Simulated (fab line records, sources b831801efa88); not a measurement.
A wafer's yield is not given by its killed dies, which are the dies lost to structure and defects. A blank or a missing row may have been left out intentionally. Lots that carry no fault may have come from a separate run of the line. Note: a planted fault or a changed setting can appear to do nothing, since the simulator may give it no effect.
Which tool was responsible? -- flow sky130 -- 12 lots with 36 wafers sampled at 3 steps, on a route of 708 steps

== WHAT THE GAUGES READ, wafer by wafer ==
SKY_SD_N_CD_MEAS_07: target cd 380 nm.
lot,measured,on,cdNm (nm)
L835,day 28 15:39,cdSem-01,382.3 382.8 383.1
L836,day 28 18:29,cdSem-02,380.1 379.5 379.5
L837,day 29 00:20,cdSem-01,378.4 380.7 378.3
L838,day 28 22:41,cdSem-02,374.4 378.1 375.5
L843,day 30 22:27,cdSem-02,- - -
L842,day 30 22:44,cdSem-02,- - -
L844,day 31 09:32,cdSem-02,- - -
L845,day 31 20:30,cdSem-02,380.2 379.6 382.2
L853,day 34 01:03,cdSem-02,376.5 376.5 378.0
L854,day 34 02:20,cdSem-01,376.2 379.0 377.1
L858,day 35 02:51,cdSem-02,376.5 380.8 377.5
L857,day 35 05:28,cdSem-01,386.2 385.9 383.5

== TOOL THAT RAN EACH LOT (tool first, then ch and the chambers of the sampled wafers, then the start) ==
lot,SKY_POLY_GATE_ETCH_15,SKY_SD_N_COAT_02
L835,"rieDiel-03 ch 0,1,3, day 17 02:00","lithoTrack-01 ch 0, day 28 01:11"
L836,"rieDiel-02 ch 0,1, day 17 03:32","lithoTrack-04 ch 0, day 28 04:49"
L837,"rieDiel-01 ch 0,3, day 17 08:16","lithoTrack-03 ch 0, day 28 09:18"
L838,"rieDiel-01 ch 0,2,3, day 17 10:06","lithoTrack-04 ch 0, day 28 07:49"
L843,"rieDiel-02 ch 0,1, day 19 11:53","lithoTrack-03, day 30 08:30"
L842,"rieDiel-01 ch 0,1,2, day 19 12:32","lithoTrack-01, day 30 08:32"
L844,"rieDiel-02 ch 1,2, day 20 02:07","lithoTrack-04, day 30 19:04"
L845,"rieDiel-01 ch 0,2, day 20 14:31","lithoTrack-01 ch 0, day 31 07:11"
L853,"rieDiel-03 ch 0,1,2, day 23 00:53","lithoTrack-03 ch 0, day 33 11:03"
L854,"rieDiel-01 ch 0,2, day 23 05:35","lithoTrack-04 ch 0, day 33 12:29"
L858,"rieDiel-01 ch 1,2, day 24 08:17","lithoTrack-03 ch 0, day 34 14:03"
L857,"rieDiel-03 ch 0,2,3, day 24 11:47","lithoTrack-01 ch 0, day 34 16:05"
- SKY_POLY_GATE_ETCH_15: etches BARC in N2/H2, stops on SiO2, time 118.5 s, target depth 110 nm.
- SKY_SD_N_COAT_02: resist thk 1140 nm.

== AS READ BY THE TOOLS THEMSELVES (means over the sampled wafers that have a number; for cases with no such wafer, the mark the record gives instead) ==
SKY_POLY_GATE_ETCH_15.
lot,tool,drypumpMotorCurrentA (A),oesProductAu (a.u.),throttleValvePct (%)
L835,rieDiel-03,5.8,0.718,13.205
L836,rieDiel-02,5.9,0.718,13.205
L837,rieDiel-01,5.9,0.715,13.219
L838,rieDiel-01,5.8,0.721,13.216
L843,rieDiel-02,5.9,0.718,13.211
L842,rieDiel-01,5.7,0.716,13.209
L844,rieDiel-02,5.7,0.716,13.211
L845,rieDiel-01,5.8,0.718,13.211
L853,rieDiel-03,5.9,0.716,13.208
L854,rieDiel-01,5.8,0.716,13.212
L858,rieDiel-01,5.5,0.719,13.219
L857,rieDiel-03,6.1,0.722,13.200

SKY_SD_N_COAT_02.
lot,tool,chillPlateTempC (C),dispensePressureKPa (kPa),spinSpeedRpm (rpm)
L835,lithoTrack-01,23.01,45,2999.8
L836,lithoTrack-04,22.99,54,3000.0
L837,lithoTrack-03,22.98,44,2999.2
L838,lithoTrack-04,22.91,54,3001.0
L843,lithoTrack-03,-,-,-
L842,lithoTrack-01,-,-,-
L844,lithoTrack-04,-,-,-
L845,lithoTrack-01,23.08,45,2996.2
L853,lithoTrack-03,22.99,44,3001.0
L854,lithoTrack-04,22.95,54,2998.8
L858,lithoTrack-03,23.10,44,3001.3
L857,lithoTrack-01,23.03,45,3003.1

== THE ANSWER, worked out from the rows above alone ==
Rule: usual is defined by the lots themselves. The widest of any qualifying gaps counts: lots, ordered by their means at a reading, are off when they make up no more than a third of the lots, leave a main group of 4 or more, and stand apart from it by 3 or more times the standard deviation of that group's means. If all means in a main group match to the digits the tables above print for the reading, that group is not used. Also off: a lot with no number at a reading for which 4 or more lots have one. All remaining lots with rows at the step are treated as sound. After the gauges, taken in route order, come the tools' own readings; for these a lot's mean is taken, as printed above. The first step at which some lot is off is used, and at that step the reading that is off furthest; a lot without a number counts as furthest.
Off: L843, L842, L844, at SKY_SD_N_CD_MEAS_07 (cdNm). Without a number there: L843, L842, L844. Mean 379.6 nm and standard deviation 2.8 in the main group.
A tool fits if, at a process step before that reading, it ran every lot that is off, and no sound lot after the first of them. Not tried: the gauges at SKY_SD_N_CD_MEAS_07; whatever is off there is also off at SKY_SD_N_COAT_02, on other tools, and gauge error can't account for it. Of those tried, none fits.

== WHAT THE SIMULATOR HAD INSERTED ==
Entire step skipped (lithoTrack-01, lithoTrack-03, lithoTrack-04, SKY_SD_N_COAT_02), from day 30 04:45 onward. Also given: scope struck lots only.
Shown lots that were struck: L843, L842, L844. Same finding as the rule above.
